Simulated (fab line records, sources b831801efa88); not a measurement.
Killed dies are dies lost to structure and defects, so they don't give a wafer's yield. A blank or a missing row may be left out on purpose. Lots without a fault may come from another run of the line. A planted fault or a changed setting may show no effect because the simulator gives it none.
fab line records | flow sky130 | part 2 of 2: steps 44 to 44 of 44
record lots=6 wafers=18 last_day=50
route steps=708 shown VIA2@522 METAL3@532 CAPM@537 PAD_OPEN@708
lots that met no fault: from a run of the same line without faults
start_h: hours from the record's first day to the start of the lot's first wafer shown | wait_h: hours since the lot's step before | " the same as in the row above | L1.1+2: a row that stands for several wafers | - no value, or no start given | * or withheld: withheld | < > ~ a bound
route shown NAME@n: a module of which the file shows steps, and the number in the route of the first | usual: mean/standard deviation of fault-free wafers | same: alike in all rows | chamber/n: place in a boat | sites: the reading at each site | _std_site: their standard deviation | _edge_site: outer sites' mean less inner sites' | radius_mm: how far each site lies from the wafer's centre | mask NAME#n: copy n | behind: the tool/chamber that last shaped the wafer | hold: why the lot was held/for how many hours/how that ended | device: the transistor (n, p or np) that didn't switch | end of line: the same wafers' tests at the end of the route | a step without rows: its recipe alone | killed: dies lost to structure and defects at the first sort, not the wafer's yield | map: a wafer's dies, x killed, . not, _ none there
set.NAME: the setting as run; set.NAME@STEP: as run at that earlier step | model.NAME: the simulator's own value behind a step, which no gauge read
lots at some steps of the route; a table a step, a row a wafer
services: from which hour (start_h, from the record's first day; less than 0 if before it) a tool's chamber was out of use, for how many hours, and why
## steps
# step SKY_PAD_OPEN_PROBE_99
# usual defect_limited_yield=82.4/1.9 killed_at_M0_to_M3=43/6.7 killed_at_M4_up=3.1/1.9 killed_at_contacts=25/5 killed_at_front_end=15/4 killed_at_other=0.4/0.69 killed_dies=87/9.2 killed_open=46/7.1 killed_short=40/6.8 sort_bin_3_pad_short=0.9/0.48 sort_bin_5_function=10.3/1.5 sort_bin_6_memory=6.4/1.2 sort_n_pass=405/9.2 sort_yield_pct=82.4/1.9
# same gross_dies=492 killed_at_back_side=0 sort_bin_4_leakage[%]=0 sort_bin_8_speed[%]=0
# columns lot.wafer tool chamber start_h wait_h defect_limited_yield[%] killed_at_M0_to_M3 killed_at_M4_up killed_at_contacts killed_at_front_end killed_at_other killed_dies killed_open killed_short sort_bin_3_pad_short[%] sort_bin_5_function[%] sort_bin_6_memory[%] sort_n_pass sort_yield_pct[%] model.etest.met3.rs_ohm_sq
L881.2 prober-01 - 1080.40 0.1 83.1 48 5 18 11 1 83 47 35 0.4 9.8 6.7 409 83.1 0.04295
L881.4 prober-01 - 1080.50 0.2 82.3 40 2 28 15 2 87 45 41 1.0 10.0 6.7 405 82.3 0.04309
L881.5 prober-01 - 1080.55 0.2 82.5 40 4 31 10 1 86 50 36 0.8 10.0 6.7 406 82.5 0.04301
L888.2 prober-02 - 1124.57 0.1 83.7 38 7 26 9 0 80 45 35 0.8 8.9 6.5 412 83.7 0.0434
L888.3 prober-02 - 1124.62 0.2 81.5 38 4 31 18 0 91 46 45 0.6 10.8 7.1 401 81.5 0.04284
L888.6 prober-02 - 1124.77 0.2 83.7 53 1 17 9 0 80 41 39 1.2 9.6 5.5 412 83.7 0.0425
L894.4 prober-01 - 1156.09 0.2 80.9 46 2 34 12 0 94 58 36 0.8 11.6 6.7 398 80.9 0.04225
L894.5 prober-01 - 1156.14 0.2 81.3 59 3 17 13 0 92 58 33 1.0 11.2 6.5 400 81.3 0.04373
L894.6 prober-01 - 1156.19 0.2 83.5 41 4 20 16 0 81 36 44 0.8 8.9 6.7 411 83.5 0.04291
L895.2 prober-02 - 1161.53 0.1 82.1 47 3 20 18 0 88 49 39 1.8 8.9 7.1 404 82.1 0.04317
L895.4 prober-02 - 1161.63 0.2 82.3 43 3 26 14 1 87 36 50 1.4 7.5 8.7 405 82.3 0.04297
L895.5 prober-02 - 1161.68 0.2 79.5 52 3 21 25 0 101 60 41 0.6 11.0 8.9 391 79.5 0.04305
L904.2 prober-01 - 1204.66 0.1 84.6 33 1 24 17 1 76 41 35 0.6 10.6 4.3 416 84.6 0.04367
L904.3 prober-01 - 1204.71 0.2 83.7 38 3 25 14 0 80 45 35 0.2 10.6 5.5 412 83.7 0.04281
L904.6 prober-01 - 1204.86 0.2 80.7 43 7 30 15 0 95 46 49 0.2 12.2 6.9 397 80.7 0.0431
L903.4 prober-02 - 1206.32 0.2 83.7 40 2 25 13 0 80 50 28 0.6 8.9 6.7 412 83.7 0.0429
L903.5 prober-02 - 1206.37 0.2 80.9 47 10 22 15 0 94 45 49 1.2 10.0 7.9 398 80.9 0.04326
L903.6 prober-02 - 1206.42 0.2 84.8 28 2 30 15 0 75 40 34 0.8 8.1 6.3 417 84.8 0.04308
# killed by level:class
L881.2 VIA1:geometric_particle:open=12 VIA3:geometric_particle:open=10 VIA2:geometric_particle:open=8 FIELD_ISO:geometric_particle:short=7 LOCAL_INTERCONNECT:geometric_particle:short=5 CONTACT:geometric_particle:open=5 METAL1:geometric_particle:short=5 METAL2:geometric_particle:short=5
L881.4 CONTACT:geometric_particle:open=10 VIA2:geometric_particle:open=8 LOCAL_INTERCONNECT:geometric_particle:short=7 LI_CONTACT:geometric_particle:open=6 VIA1:geometric_particle:open=5 FIELD_ISO:geometric_particle:open=4 METAL1:geometric_particle:short=4 METAL2:geometric_particle:short=4
L881.5 CONTACT:geometric_particle:open=12 VIA1:geometric_particle:open=10 LI_CONTACT:geometric_particle:open=7 VIA2:geometric_particle:open=7 METAL1:geometric_particle:short=6 VIA3:geometric_particle:open=6 CONTACT:geometric_particle:short=5 LOCAL_INTERCONNECT:geometric_particle:short=4
L888.2 CONTACT:geometric_particle:open=8 VIA3:geometric_particle:open=8 VIA2:geometric_particle:open=7 METAL4:geometric_particle:short=7 LI_CONTACT:geometric_particle:open=6 VIA1:geometric_particle:open=6 LI_CONTACT:geometric_particle:short=4 LOCAL_INTERCONNECT:geometric_particle:short=4
L888.3 CONTACT:geometric_particle:open=10 CONTACT:geometric_particle:short=9 VIA1:geometric_particle:open=8 METAL2:geometric_particle:short=5 VIA2:geometric_particle:open=5 VIA3:geometric_particle:short=5 VIA3:geometric_particle:open=5 FIELD_ISO:geometric_particle:open=4
L888.6 VIA1:geometric_particle:open=12 VIA2:geometric_particle:open=10 METAL2:geometric_particle:short=7 VIA3:geometric_particle:open=6 CONTACT:geometric_particle:open=6 VIA1:geometric_particle:short=5 VIA2:geometric_particle:short=4 METAL1:geometric_particle:short=4
L894.4 CONTACT:geometric_particle:open=16 VIA1:geometric_particle:open=13 VIA2:geometric_particle:open=7 LI_CONTACT:geometric_particle:open=6 CONTACT:geometric_particle:short=6 METAL2:geometric_particle:short=5 VIA3:geometric_particle:open=5 FIELD_ISO:geometric_particle:short=4
L894.5 VIA1:geometric_particle:open=14 VIA2:geometric_particle:open=10 VIA3:geometric_particle:open=9 METAL2:geometric_particle:short=6 LI_CONTACT:geometric_particle:open=6 CONTACT:geometric_particle:open=6 METAL1:geometric_particle:short=6 VIA1:geometric_particle:short=5
L894.6 VIA1:geometric_particle:short=7 VIA3:geometric_particle:open=6 LOCAL_INTERCONNECT:geometric_particle:short=6 CONTACT:geometric_particle:open=6 METAL1:geometric_particle:short=6 FIELD_ISO:geometric_particle:open=5 METAL2:geometric_particle:short=5 VIA2:geometric_particle:open=5
L895.2 VIA1:geometric_particle:open=8 METAL1:geometric_particle:short=8 VIA2:geometric_particle:open=8 CONTACT:geometric_particle:open=7 FIELD_ISO:geometric_particle:open=6 VIA2:geometric_particle:short=6 LI_CONTACT:geometric_particle:open=5 VIA1:geometric_particle:short=5
L895.4 METAL1:geometric_particle:short=12 VIA1:geometric_particle:open=9 CONTACT:geometric_particle:open=8 FIELD_ISO:geometric_particle:short=6 LOCAL_INTERCONNECT:geometric_particle:short=6 CONTACT:geometric_particle:short=6 VIA1:geometric_particle:short=5 VIA3:geometric_particle:open=5
L895.5 VIA1:geometric_particle:open=15 CONTACT:geometric_particle:open=9 FIELD_ISO:geometric_particle:open=8 METAL1:geometric_particle:short=7 CONTACT:geometric_particle:short=6 VIA2:geometric_particle:open=6 VIA3:geometric_particle:short=5 POLY_GATE:geometric_particle:short=4
L904.2 CONTACT:geometric_particle:open=9 METAL1:geometric_particle:short=8 VIA1:geometric_particle:open=6 LOCAL_INTERCONNECT:geometric_particle:short=5 VIA2:geometric_particle:open=5 FIELD_ISO:geometric_particle:open=3 FIELD_ISO:geometric_particle:short=3 CONTACT:geometric_particle:short=3
L904.3 CONTACT:geometric_particle:open=9 LI_CONTACT:geometric_particle:open=7 VIA1:geometric_particle:open=7 VIA3:geometric_particle:open=7 FIELD_ISO:geometric_particle:short=6 VIA1:geometric_particle:short=5 VIA2:geometric_particle:open=5 METAL3:geometric_particle:short=5
L904.6 VIA1:geometric_particle:open=10 METAL2:geometric_particle:short=9 CONTACT:geometric_particle:short=8 LI_CONTACT:geometric_particle:open=8 VIA3:geometric_particle:open=7 CONTACT:geometric_particle:open=6 LOCAL_INTERCONNECT:geometric_particle:short=5 METAL4:geometric_particle:short=5
L903.4 CONTACT:geometric_particle:open=12 VIA1:geometric_particle:open=9 METAL1:geometric_particle:short=8 LI_CONTACT:geometric_particle:open=7 VIA3:geometric_particle:open=6 VIA2:geometric_particle:open=4 VIA2:geometric_particle:short=4 FIELD_ISO:geometric_particle:open=3
L903.5 VIA1:geometric_particle:open=10 METAL1:geometric_particle:short=6 CONTACT:geometric_particle:open=6 VIA3:geometric_particle:short=6 METAL4:geometric_particle:short=6 METAL2:geometric_particle:short=6 FIELD_ISO:geometric_particle:open=5 POLY_GATE:geometric_particle:short=5
L903.6 CONTACT:geometric_particle:open=8 LI_CONTACT:geometric_particle:open=8 FIELD_ISO:geometric_particle:short=7 VIA3:geometric_particle:open=6 LI_CONTACT:geometric_particle:short=5 CONTACT:geometric_particle:short=4 LOCAL_INTERCONNECT:geometric_particle:short=4 VIA1:geometric_particle:open=4
## services
# columns tool chamber start_h hours kind
pvd_sputter-04 - 850.35 2.1 repair
rie_diel-04 3 871.30 6.1 repair
plasma_asher-01 - 885.40 2.9 repair
plasma_asher-04 - 905.75 9.4 repair
rie_diel-03 3 915.89 50.5 repair
rie_diel-01 0 933.72 4.5 repair
rie_diel-04 0 940.85 2.2 repair
pvd_sputter-03 - 947.15 2.1 repair
pvd_sputter-04 - 949.69 1.8 repair
plasma_asher-02 - 961.62 2.8 pm
rie_diel-04 - 963.37 0.9 repair
plasma_asher-01 - 963.62 2.8 pm
plasma_asher-04 - 980.43 0.8 repair
rie_diel-03 0 984.54 15.7 repair
rie_diel-03 - 991.49 4.3 pm
plasma_asher-01 - 994.74 0.7 repair
plasma_asher-04 - 995.73 13.3 repair
rie_diel-03 0 1002.85 7.7 repair
rie_diel-03 1 1018.57 21.1 repair
rie_diel-04 - 1024.53 0.5 repair
rie_diel-04 3 1042.87 24.4 repair
plasma_asher-02 - 1055.25 9.0 pm
rie_diel-04 0 1058.98 19.4 repair
rie_diel-03 3 1059.04 1.5 repair
## key
first_sign step=SKY_METAL3_SPUTTER_02 reading=chamber_pressure_pa direction=up sigmas=67 usual=0.4000 struck=0.4524
effect none on later readings
model_effect step=SKY_METAL3_SPUTTER_02 value=AlCu_of_METAL3_SPUTTER_02.thk_nm without=740 struck=720.3
model_effect step=SKY_METAL3_METAL_ETCH_18 value=METAL3.feature_depth_nm without=869 struck=849.2
model_effect step=SKY_PAD_OPEN_PROBE_99 value=etest.met3.rs_ohm_sq without=0.04228 struck=0.04345
met_at SKY_METAL3_SPUTTER_02
struck_wafers L894.5,L895.2
fault kind=process_parameter_drift tool=pvd_sputter-01 chamber=- onset_h=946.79 steps=SKY_METAL3_SPUTTER_02 channel=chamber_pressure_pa offset=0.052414 shape=step end_h=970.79 acts_in=these_recipes_only stated=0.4 scope=struck_wafers_only
